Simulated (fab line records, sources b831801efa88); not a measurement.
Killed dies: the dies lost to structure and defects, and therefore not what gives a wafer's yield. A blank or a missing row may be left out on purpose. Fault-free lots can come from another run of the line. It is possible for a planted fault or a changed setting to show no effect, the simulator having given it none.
Which tool did it?	flow sky130	10 lots with 30 wafers sampled at 4 steps, on a route of 708 steps

== WHAT EACH GAUGE READ, for each wafer ==
SKY_DNWELL_TW_MEAS_09.
lot	measured	on	DNWELL_TW
L657	day 3 11:02	film-metro-04	1116 1118 1125
L662	day 4 14:32	film-metro-04	1125 1125 1120
L663	day 4 16:08	film-metro-04	1120 1119 1130
L666	day 5 08:41	film-metro-04	1120 1117 1121
L669	day 5 20:36	film-metro-04	30 30 30
L671	day 6 11:35	film-metro-03	1124 1114 1123
L673	day 6 22:14	film-metro-03	1117 1117 1118
L675	day 7 06:33	film-metro-04	1127 1127 1127
L676	day 7 13:56	film-metro-03	1119 1111 1117
L680	day 8 08:25	film-metro-04	1115 1109 1115

SKY_PWDE_TW_MEAS_10.
lot	measured	on	PWDE_TW
L657	day 4 03:43	film-metro-03	380 379 382
L662	day 5 08:15	film-metro-03	375 377 376
L663	day 5 10:31	film-metro-03	375 376 378
L666	day 6 02:26	film-metro-01	370 372 371
L669	day 6 15:14	film-metro-04	1133 1134 1136
L671	day 7 06:51	film-metro-04	378 379 377
L673	day 7 18:19	film-metro-03	377 377 376
L675	day 8 02:28	film-metro-01	370 368 369
L676	day 8 09:49	film-metro-04	373 375 373
L680	day 9 05:20	film-metro-01	369 370 371

== WHAT TOOL EACH LOT RAN ON (gives the tool, then ch and the chambers of the sampled wafers, and finally the start) ==
lot	SKY_FIELD_ISO_CMP_27	SKY_DNWELL_EXPOSE_04
L657	cmp-02 ch 0,1,2, day 2 14:10	iline-stepper-02 ch 0, day 3 03:44
L662	cmp-01 ch 0,3, day 3 18:00	iline-stepper-01 ch 0, day 4 05:38
L663	cmp-01 ch 0,3, day 3 20:29	iline-stepper-02 ch 0, day 4 07:37
L666	cmp-02 ch 0,1,3, day 4 12:12	iline-stepper-01 ch 0, day 4 23:19
L669	cmp-02 ch 0,1,3, day 5 00:13	iline-stepper-01 ch 0, day 5 11:51
L671	cmp-01 ch 0,1,3, day 5 13:47	iline-stepper-01 ch 0, day 6 02:45
L673	cmp-01 ch 0,1,2, day 5 22:28	iline-stepper-01 ch 0, day 6 11:59
L675	cmp-02 ch 0,1,3, day 6 09:05	iline-stepper-01 ch 0, day 6 21:29
L676	cmp-02 ch 0,1,2, day 6 14:11	iline-stepper-02 ch 0, day 7 03:37
L680	cmp-02 ch 2,3, day 7 09:49	iline-stepper-01 ch 0, day 7 22:21
- SKY_FIELD_ISO_CMP_27: polishes, stops on Si3N4, t overpolish 16 s, target thk 457.8 nm.
- SKY_DNWELL_EXPOSE_04: exposes mask DNM, target cd 3000 nm.

== WHAT THE TOOLS THEMSELVES READ (means of the sampled wafers that have a number; where no wafer has one, the mark that the record gives instead) ==
SKY_FIELD_ISO_CMP_27.
lot	tool	motor-current-A (A)	overpolish-run-s (s)	time-to-endpoint-s (s)
L657	cmp-02	12.5	16.008	108
L662	cmp-01	11.9	15.995	113
L663	cmp-01	12.2	15.996	114
L666	cmp-02	12.3	15.995	107
L669	cmp-02	12.7	15.992	111
L671	cmp-01	12.0	16.009	118
L673	cmp-01	12.0	15.995	116
L675	cmp-02	12.7	15.997	104
L676	cmp-02	11.9	16.003	109
L680	cmp-02	13.6	15.995	109

SKY_DNWELL_EXPOSE_04.
lot	tool	exposure-dose-mJ-cm2	stage-vel-mm-s (mm/s)
L657	iline-stepper-02	222.20	500.14
L662	iline-stepper-01	221.92	500.13
L663	iline-stepper-02	221.69	500.16
L666	iline-stepper-01	222.07	500.10
L669	iline-stepper-01	222.20	499.86
L671	iline-stepper-01	222.29	499.94
L673	iline-stepper-01	222.03	499.95
L675	iline-stepper-01	221.92	499.61
L676	iline-stepper-02	221.97	500.10
L680	iline-stepper-01	221.95	499.96

== THE ANSWER, worked out from the rows above alone ==
Rule: the lots themselves supply what counts as usual. The widest of any qualifying gaps counts: lots, ordered by their means at a reading, are off when they make up no more than a third of the lots, leave a main group of 4 or more, and stand apart from it by 3 or more times the standard deviation of that group's means. If all means in a main group match to the digits the tables above print for the reading, that group is not used. Also off: a lot with no number at a reading for which 4 or more lots have one. Where the step has rows for the other lots, those lots are counted as sound. The gauges are gone through in route order, then the tools' own readings, and for those a lot's mean is taken as printed above. The first step at which some lot is off is used, and at that step the reading that is off furthest; a lot without a number counts as furthest.
Off: at SKY_DNWELL_TW_MEAS_09 (DNWELL_TW), L669. Mean 1120 and standard deviation 4 in the main group.
A tool fits if, at a process step before that reading, it ran every lot that is off, and no sound lot after the first of them. The gauges at SKY_DNWELL_TW_MEAS_09 are tried like those tools. None of those tried fits.

== WHAT HAD BEEN PUT IN BY THE SIMULATOR ==
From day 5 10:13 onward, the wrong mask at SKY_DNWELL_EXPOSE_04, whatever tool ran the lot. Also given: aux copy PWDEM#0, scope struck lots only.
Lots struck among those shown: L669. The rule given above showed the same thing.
